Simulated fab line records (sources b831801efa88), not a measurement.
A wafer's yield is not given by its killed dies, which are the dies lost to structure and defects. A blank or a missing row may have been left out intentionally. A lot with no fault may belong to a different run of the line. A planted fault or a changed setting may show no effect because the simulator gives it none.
Which of the tools did it? + flow sky130 + 13 lots with 39 wafers sampled at 5 steps, on a route of 708 steps

WHAT EACH GAUGE READ, for each wafer
SKY_VT_ADJUST_HVTR_OVL_MEAS_08. Usual: VT_ADJUST_HVTR_OVL typically reads 0.1 nm, with standard deviation 1.2.
| lot  | measured     | on         | VT_ADJUST_HVTR_OVL (nm) | flag |
|------|--------------|------------|-------------------------|------|
| L698 | day 9 07:37  | overlay-02 | -0.1 -0.8 -0.5          |      |
| L699 | day 9 15:18  | overlay-01 | -0.3 -0.3 -1.0          |      |
| L701 | day 10 04:28 | overlay-01 | 0.2 -0.5 1.4            |      |
| L702 | day 10 15:51 | overlay-01 | -0.9 -3.2 -1.4          |      |
| L704 | day 11 10:03 | overlay-02 | 1.0 1.1 3.4             |      |
| L705 | day 11 20:40 | overlay-01 | 0.3 0.0 -0.4            |      |
| L706 | day 12 01:46 | overlay-02 | 0.1 0.4 0.5             |      |
| L708 | day 12 13:28 | overlay-01 | -0.7 0.1 0.8            |      |
| L717 | day 15 05:22 | overlay-01 | 0.8 0.6 1.1             |      |
| L718 | day 15 18:21 | overlay-02 | 0.2 0.6 2.4             |      |
| L719 | day 15 19:52 | overlay-01 | 0.5 0.4 -0.3            |      |
| L720 | day 15 21:58 | overlay-02 | 0.0 1.3 -0.8            |      |
| L721 | day 16 12:04 | overlay-02 | 1.2 -1.4 0.6            |      |

SKY_SONOS_ONO_THK_MEAS_03. Usual: SONOS_ONO_CVD_02_THK typically reads 10.56 nm, with standard deviation 0.14.
| lot  | measured     | on           | SONOS_ONO_CVD_02_THK (nm) | flag |
|------|--------------|--------------|---------------------------|------|
| L698 | day 11 11:22 | filmMetro-02 | 10.53 10.66 10.58         |      |
| L699 | day 11 22:34 | filmMetro-03 | 10.56 10.67 10.66         |      |
| L701 | day 12 12:52 | filmMetro-03 | 10.45 10.43 10.44         |      |
| L702 | day 12 19:15 | filmMetro-01 | 10.50 10.37 10.53         |      |
| L704 | day 13 12:25 | filmMetro-02 | 10.13 10.39 10.38         |      |
| L705 | day 14 01:59 | filmMetro-02 | 10.47 10.48 10.52         |      |
| L706 | day 14 09:35 | filmMetro-01 | 10.61 10.53 10.65         |      |
| L708 | day 14 21:32 | filmMetro-03 | 9.79 9.57 9.57            | OFF  |
| L717 | day 17 18:51 | filmMetro-02 | 10.54 10.66 10.52         |      |
| L718 | day 18 07:44 | filmMetro-02 | 10.68 10.67 10.56         |      |
| L719 | day 18 11:14 | filmMetro-02 | 10.61 10.59 10.59         |      |
| L720 | day 18 16:41 | filmMetro-03 | 10.76 10.50 10.76         |      |
| L721 | day 19 03:47 | filmMetro-01 | 10.88 10.73 10.81         |      |

TOOL THAT RAN EACH LOT (tool first, then ch and the chambers of the sampled wafers, then the start)
| lot  | SKY_NWELL_RTA_28                | SKY_VT_ADJUST_HVTR_STRIP_10         | SKY_SONOS_ONO_CVD_02        |
|------|---------------------------------|-------------------------------------|-----------------------------|
| L698 | rtpAnneal-01 ch 0, day 5 05:28  | plasmaAsher-01 ch 0,1, day 9 07:47  | lpcvd-02 ch 0, day 11 10:17 |
| L699 | rtpAnneal-02 ch 0, day 5 10:38  | plasmaAsher-02 ch 0,1, day 9 15:29  | lpcvd-02 ch 0, day 11 21:31 |
| L701 | rtpAnneal-01 ch 0, day 5 22:31  | plasmaAsher-03 ch 0,1, day 10 04:40 | lpcvd-02 ch 0, day 12 11:48 |
| L702 | rtpAnneal-01 ch 0, day 6 07:08  | plasmaAsher-01 ch 0,1, day 10 16:02 | lpcvd-02 ch 1, day 12 18:12 |
| L704 | rtpAnneal-02 ch 0, day 6 23:29  | plasmaAsher-01 ch 0,1, day 11 10:14 | lpcvd-02 ch 1, day 13 11:22 |
| L705 | rtpAnneal-02 ch 0, day 7 09:08  | plasmaAsher-02 ch 0,1, day 11 20:50 | lpcvd-02 ch 0, day 14 00:56 |
| L706 | rtpAnneal-01 ch 0, day 7 12:04  | plasmaAsher-02 ch 0,1, day 12 01:56 | lpcvd-02 ch 1, day 14 08:32 |
| L708 | rtpAnneal-01 ch 0, day 7 22:37  | plasmaAsher-03 ch 0,1, day 12 13:40 | lpcvd-02 ch 1, day 14 19:57 |
| L717 | rtpAnneal-02 ch 0, day 10 03:51 | plasmaAsher-02 ch 0,1, day 15 05:32 | lpcvd-02 ch 1, day 17 17:47 |
| L718 | rtpAnneal-01 ch 0, day 10 13:17 | plasmaAsher-03 ch 0,1, day 15 18:32 | lpcvd-02 ch 0, day 18 06:41 |
| L719 | rtpAnneal-02 ch 0, day 10 14:48 | plasmaAsher-02 ch 0, day 15 20:02   | lpcvd-02 ch 1, day 18 10:10 |
| L720 | rtpAnneal-01 ch 0, day 10 18:39 | plasmaAsher-01 ch 0, day 15 22:08   | lpcvd-02 ch 0, day 18 15:07 |
| L721 | rtpAnneal-01 ch 0, day 11 06:08 | plasmaAsher-03 ch 0,1, day 16 12:14 | lpcvd-02 ch 1, day 19 02:43 |
- SKY_NWELL_RTA_28: time 30 s.
- SKY_VT_ADJUST_HVTR_STRIP_10: strips in O2/N2.
- SKY_SONOS_ONO_CVD_02: deposits Si3N4 from DCS/NH3, target thk 10.5 nm, time 180 s.

AS READ BY THE TOOLS THEMSELVES (means over the sampled wafers that have a number; for cases with no such wafer, the mark the record gives instead)
SKY_NWELL_RTA_28. Usual: lampPowerPct 25.31 %, standard deviation 0.058; wafer_temp_C_max 1054.8, standard deviation 0.94.
| lot  | tool         | lampPowerPct (%) | wafer_temp_C_max | flag |
|------|--------------|------------------|------------------|------|
| L698 | rtpAnneal-01 | 25.30            | 1055.1           |      |
| L699 | rtpAnneal-02 | 25.33            | 1054.4           |      |
| L701 | rtpAnneal-01 | 25.30            | 1054.7           |      |
| L702 | rtpAnneal-01 | 25.28            | 1054.9           |      |
| L704 | rtpAnneal-02 | 25.34            | 1055.1           |      |
| L705 | rtpAnneal-02 | 25.27            | 1055.1           |      |
| L706 | rtpAnneal-01 | 25.31            | 1054.3           |      |
| L708 | rtpAnneal-01 | 25.33            | 1054.5           |      |
| L717 | rtpAnneal-02 | 25.28            | 1055.0           |      |
| L718 | rtpAnneal-01 | 25.36            | 1054.7           |      |
| L719 | rtpAnneal-02 | 25.29            | 1053.6           |      |
| L720 | rtpAnneal-01 | 25.32            | 1054.0           |      |
| L721 | rtpAnneal-01 | 25.26            | 1054.7           |      |

SKY_VT_ADJUST_HVTR_STRIP_10. Usual: drypumpMotorCurrentA 5.6 A, standard deviation 0.39; oesProductAu 0.716 a.u., standard deviation 0.0044; stripTimeToEndpointS 14.18 s, standard deviation 0.035.
| lot  | tool           | drypumpMotorCurrentA (A) | oesProductAu (a.u.) | stripTimeToEndpointS (s) | flag |
|------|----------------|--------------------------|---------------------|--------------------------|------|
| L698 | plasmaAsher-01 | 5.5                      | 0.718               | 14.20                    |      |
| L699 | plasmaAsher-02 | 5.4                      | 0.716               | 14.18                    |      |
| L701 | plasmaAsher-03 | 5.6                      | 0.715               | 14.18                    |      |
| L702 | plasmaAsher-01 | 5.5                      | 0.716               | 14.20                    |      |
| L704 | plasmaAsher-01 | 5.5                      | 0.715               | 14.17                    |      |
| L705 | plasmaAsher-02 | 5.4                      | 0.717               | 14.18                    |      |
| L706 | plasmaAsher-02 | 5.4                      | 0.714               | 14.16                    |      |
| L708 | plasmaAsher-03 | 5.7                      | 0.718               | 14.15                    |      |
| L717 | plasmaAsher-02 | 5.6                      | 0.717               | 14.20                    |      |
| L718 | plasmaAsher-03 | 5.6                      | 0.712               | 14.13                    |      |
| L719 | plasmaAsher-02 | 5.1                      | 0.713               | 14.15                    |      |
| L720 | plasmaAsher-01 | 5.3                      | 0.721               | 14.18                    |      |
| L721 | plasmaAsher-03 | 5.6                      | 0.715               | 14.13                    |      |

SKY_SONOS_ONO_CVD_02. Usual: zonePowerUpperPct 13.23 %, standard deviation 0.25.
| lot  | tool     | zonePowerUpperPct (%) | flag |
|------|----------|-----------------------|------|
| L698 | lpcvd-02 | 13.09                 |      |
| L699 | lpcvd-02 | 13.17                 |      |
| L701 | lpcvd-02 | 13.05                 |      |
| L702 | lpcvd-02 | 13.44                 |      |
| L704 | lpcvd-02 | 13.53                 |      |
| L705 | lpcvd-02 | 13.00                 |      |
| L706 | lpcvd-02 | 13.41                 |      |
| L708 | lpcvd-02 | 13.46                 |      |
| L717 | lpcvd-02 | 13.51                 |      |
| L718 | lpcvd-02 | 13.04                 |      |
| L719 | lpcvd-02 | 13.53                 |      |
| L720 | lpcvd-02 | 12.84                 |      |
| L721 | lpcvd-02 | 13.53                 |      |

THE ANSWER, worked out from the rows above alone
Rule: a lot is off if the mean of its wafers that have a number lies more than 3 standard deviations from the usual mean. Also off: a lot with no number at a reading for which 4 or more lots have one. All remaining lots with rows at the step are treated as sound. After the gauges, taken in route order, come the tools' own readings; for these a lot's mean is taken, as printed above. The first step at which some lot is off is used, and at that step the reading that is off furthest; a lot without a number counts as furthest.
Off: L708, seen at SKY_SONOS_ONO_THK_MEAS_03 (SONOS_ONO_CVD_02_THK).
A tool fits if, at a process step before that reading, it ran every lot that is off, and no sound lot after the first of them. Gauges at SKY_SONOS_ONO_THK_MEAS_03: tried the same way as those tools. None of those tried fits.

WHAT THE SIMULATOR HAD PUT IN
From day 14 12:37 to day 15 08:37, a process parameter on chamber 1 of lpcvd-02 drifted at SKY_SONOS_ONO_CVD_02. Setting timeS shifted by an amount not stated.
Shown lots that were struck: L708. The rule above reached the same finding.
